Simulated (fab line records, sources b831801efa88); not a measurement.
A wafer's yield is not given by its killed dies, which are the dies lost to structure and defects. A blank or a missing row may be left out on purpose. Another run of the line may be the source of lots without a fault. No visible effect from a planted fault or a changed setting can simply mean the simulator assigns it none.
The tool behind it: which one?	flow sky130	36 wafers from 12 lots sampled at 5 of the route's 708 steps

WHAT THE GAUGES SHOWED, per wafer
SKY_NWELL_TW_MEAS_15. Usual: NWELL_TW gives 1831 (standard deviation 7.1).
lot	measured	on	NWELL_TW	flag
L395	day 4 14:01	filmMetro-02	1832 1825 1833	
L396	day 4 20:00	filmMetro-02	1823 1822 1828	
L397	day 5 00:26	filmMetro-03	1825 1826 1830	
L398	day 5 04:29	filmMetro-02	1830 1824 1825	
L399	day 5 14:11	filmMetro-02	1834 1830 1828	
L402	day 6 12:15	filmMetro-03	1827 1828 1829	
L401	day 6 12:52	filmMetro-04	1831 1820 1827	
L405	day 7 02:25	filmMetro-02	1865 1855 1862	OFF
L407	day 7 17:16	filmMetro-02	1867 1867 1858	OFF
L413	day 8 23:31	filmMetro-02	1837 1834 1821	
L417	day 9 20:54	filmMetro-03	1846 1828 1834	
L418	day 10 03:48	filmMetro-02	1839 1834 1844	

SKY_NWELL_RS_MEAS_29: a four-point-probe measurement. Usual: NWELL_RS gives 624.8 ohm/sq (standard deviation 1.9).
lot	measured	on	NWELL_RS (ohm/sq)	flag
L395	day 5 08:08	filmMetro-03	623.8 624.3 624.5	
L396	day 5 14:19	filmMetro-02	627.9 627.5 628.1	
L397	day 5 18:48	filmMetro-04	622.7 624.6 623.6	
L398	day 5 22:49	filmMetro-03	623.6 624.5 624.9	
L399	day 6 09:04	filmMetro-03	625.8 625.6 625.0	
L402	day 7 08:26	filmMetro-04	626.7 627.4 624.7	
L401	day 7 08:59	filmMetro-02	625.2 624.1 625.2	
L405	day 7 23:16	filmMetro-02	597.9 598.1 598.4	OFF
L407	day 8 13:24	filmMetro-03	600.5 599.4 600.2	OFF
L413	day 9 21:28	filmMetro-02	626.3 629.0 625.2	
L417	day 10 19:34	filmMetro-02	625.3 626.7 626.2	
L418	day 11 02:42	filmMetro-04	625.7 623.5 623.5	

SKY_SD_N_TW_MEAS_12. Usual: SD_N_TW gives 3989 (standard deviation 20).
lot	measured	on	SD_N_TW	flag
L395	day 27 18:52	filmMetro-02	4028 4026 4019	
L396	day 28 10:22	filmMetro-02	4025 3995 4024	
L397	day 28 14:18	filmMetro-01	4016 4000 4005	
L398	day 28 19:10	filmMetro-01	3994 4001 3997	
L399	day 29 22:38	filmMetro-02	3990 4005 3998	
L402	day 30 14:31	filmMetro-01	3978 3973 3979	
L401	day 30 17:01	filmMetro-02	3960 3957 3973	
L405	day 31 13:05	filmMetro-02	3954 3973 3990	
L407	day 32 06:31	filmMetro-02	3992 3985 3979	
L413	day 33 23:17	filmMetro-01	3973 3967 3955	
L417	day 35 07:47	filmMetro-02	3985 3985 3999	
L418	day 35 09:22	filmMetro-01	3992 3991 3976	

WHAT TOOL EACH LOT RAN ON (gives the tool, then ch and the chambers of the sampled wafers, and finally the start)
lot	SKY_NWELL_IMPLANT_11	SKY_SPACER_ETCHBACK_02
L395	implanter-03 ch 0, day 4 13:29	rieDiel-04 ch 2,3, day 22 20:31
L396	implanter-02 ch 0, day 4 19:27	rieDiel-02 ch 0,1,2, day 23 13:17
L397	implanter-02 ch 0, day 4 23:55	rieDiel-04 ch 2,3, day 23 17:01
L398	implanter-03 ch 0, day 5 03:59	rieDiel-03 ch 1,2,3, day 23 21:56
L399	implanter-02 ch 0, day 5 13:40	rieDiel-02 ch 1,2, day 25 03:02
L402	implanter-02 ch 0, day 6 11:43	rieDiel-04 ch 0,1,3, day 25 21:04
L401	implanter-03 ch 0, day 6 12:20	rieDiel-03 ch 0,1,3, day 25 23:55
L405	implanter-03 ch 0, day 7 01:52	rieDiel-02 ch 2,3, day 26 19:01
L407	implanter-03 ch 0, day 7 16:43	rieDiel-04 ch 1,2,3, day 27 13:34
L413	implanter-02 ch 0, day 8 22:58	rieDiel-04 ch 0,2,3, day 29 08:04
L417	implanter-02 ch 0, day 9 20:21	rieDiel-03 ch 0,2,3, day 30 19:24
L418	implanter-01 ch 0, day 10 03:15	rieDiel-02 ch 0,2,3, day 30 21:10
- SKY_NWELL_IMPLANT_11
- SKY_SPACER_ETCHBACK_02: etches Si3N4 in CH3F/O2, stops on SiO2, time 46.7 s, target depth 45 nm.

WHAT THE TOOLS THEMSELVES READ (means of the sampled wafers that have a number; where no wafer has one, the mark that the record gives instead)
SKY_NWELL_IMPLANT_11. Usual: beamEnergyKeV at 400.02, with a standard deviation of 0.12.
lot	tool	beamEnergyKeV	flag
L395	implanter-03	400.10	
L396	implanter-02	400.01	
L397	implanter-02	400.06	
L398	implanter-03	399.89	
L399	implanter-02	399.94	
L402	implanter-02	399.96	
L401	implanter-03	399.90	
L405	implanter-03	487.70	OFF
L407	implanter-03	487.42	OFF
L413	implanter-02	399.91	
L417	implanter-02	400.05	
L418	implanter-01	400.08	

SKY_SPACER_ETCHBACK_02. Usual: drypumpMotorCurrentA 5.6 A, standard deviation 0.41; oesProductAu 0.855 a.u., standard deviation 0.0062; throttleValvePct 10.562 %, standard deviation 0.009.
lot	tool	drypumpMotorCurrentA (A)	oesProductAu (a.u.)	throttleValvePct (%)	flag
L395	rieDiel-04	5.4	0.851	10.560	
L396	rieDiel-02	5.5	0.847	10.556	
L397	rieDiel-04	5.4	0.856	10.571	
L398	rieDiel-03	5.5	0.858	10.555	
L399	rieDiel-02	5.6	0.847	10.565	
L402	rieDiel-04	5.4	0.860	10.558	
L401	rieDiel-03	6.0	0.849	10.553	
L405	rieDiel-02	5.7	0.854	10.570	
L407	rieDiel-04	5.2	0.855	10.568	
L413	rieDiel-04	5.7	0.859	10.561	
L417	rieDiel-03	5.9	0.862	10.554	
L418	rieDiel-02	5.6	0.851	10.553	

THE ANSWER, worked out from the rows above alone
Rule: a lot counts as off when the mean over its wafers that have a number is more than 3 standard deviations away from the usual mean. A lot without any number at a reading at which 4 lots or more have one is off too. Any other lot the step has rows for is counted as sound. After the gauges, taken in route order, come the tools' own readings; for these a lot's mean is taken, as printed above. The first step at which some lot is off is used, and at that step the reading that is off furthest; a lot without a number counts as furthest.
Off: L405, L407, at SKY_NWELL_TW_MEAS_15 (NWELL_TW).
If a tool, at a process step before that reading, ran all the lots that are off and no sound lot after the first of them, it fits. Not tried: the gauges at SKY_NWELL_TW_MEAS_15; whatever is off there is also off at SKY_NWELL_IMPLANT_11, on other tools, and gauge error can't account for it. One fits: implanter-03 at SKY_NWELL_IMPLANT_11. A fault onset in the window from L401 (day 6 12:20, its last sound lot) to L405 (day 7 01:52, its first lot off) fits.
On the lots that are off, the tool's own readings at SKY_NWELL_IMPLANT_11 differ by more than 5 times the standard deviation of the sound lots' means, which bears it out; beamEnergyKeV reads 487.56 there versus 399.99 on the sound lots.

WHAT THE SIMULATOR PUT IN
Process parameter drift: implanter-03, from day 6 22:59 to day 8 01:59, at SKY_NWELL_IMPLANT_11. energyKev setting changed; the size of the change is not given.
Shown lots that were struck: L405, L407. Same finding as the rule above.
